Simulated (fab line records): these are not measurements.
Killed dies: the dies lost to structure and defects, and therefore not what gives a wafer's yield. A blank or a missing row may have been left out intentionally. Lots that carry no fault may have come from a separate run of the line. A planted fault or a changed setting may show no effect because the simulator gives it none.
Matching of chambers | flow sky130 | 3 sister chambers for SKY_PASSIVATION_CVD_00 on pecvd-04
The step deposits SiO2, target thk 90 nm. 6 wafers are shown with their chamber, then 7 later ones without.

WAFERS, EACH WITH ITS CHAMBER
wafer  | chamber | heater-power-w (W)
L253.4 | 2       | 601
L256.3 | 1       | 771
L256.4 | 0       | 595
L256.5 | 1       | 791
L258.2 | 2       | 572
L258.4 | 0       | 574

WAFERS WITH NO CHAMBER GIVEN
wafer  | heater-power-w (W)
L258.6 | 722
L261.1 | 568
L261.4 | 627
L261.5 | 566
L264.1 | 593
L264.4 | 811
L264.5 | 591

CHAMBER TAKEN BY EACH
wafer  | from the rows above     | in truth
L258.6 | 1                       | 1
L261.1 | can't be placed: 0 or 2 | 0
L261.4 | can't be placed: 2 or 0 | 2
L261.5 | can't be placed: 0 or 2 | 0
L264.1 | can't be placed: 2 or 0 | 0
L264.4 | 1                       | 1
L264.5 | can't be placed: 2 or 0 | 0
Placed correctly: 2 of 7. Unplaceable from these rows: 5, with the true chamber sitting among the candidates in 5. Wrongly placed: 0.
How it was worked out, from the rows above alone: a wafer's distance from a chamber is the root of the sum, over the readings, of the square of ((its reading less the chamber's mean) divided by the reading's scatter). If the next closest chamber is less than 2 further off than the closest, the wafer can't be placed; otherwise it belongs to the closest. The mean given for a chamber averages the wafers shown for that chamber. The scatter: the root of (the sum of the squares of (reading less its chamber's mean) over the shown wafers, divided by (wafers less chambers)).
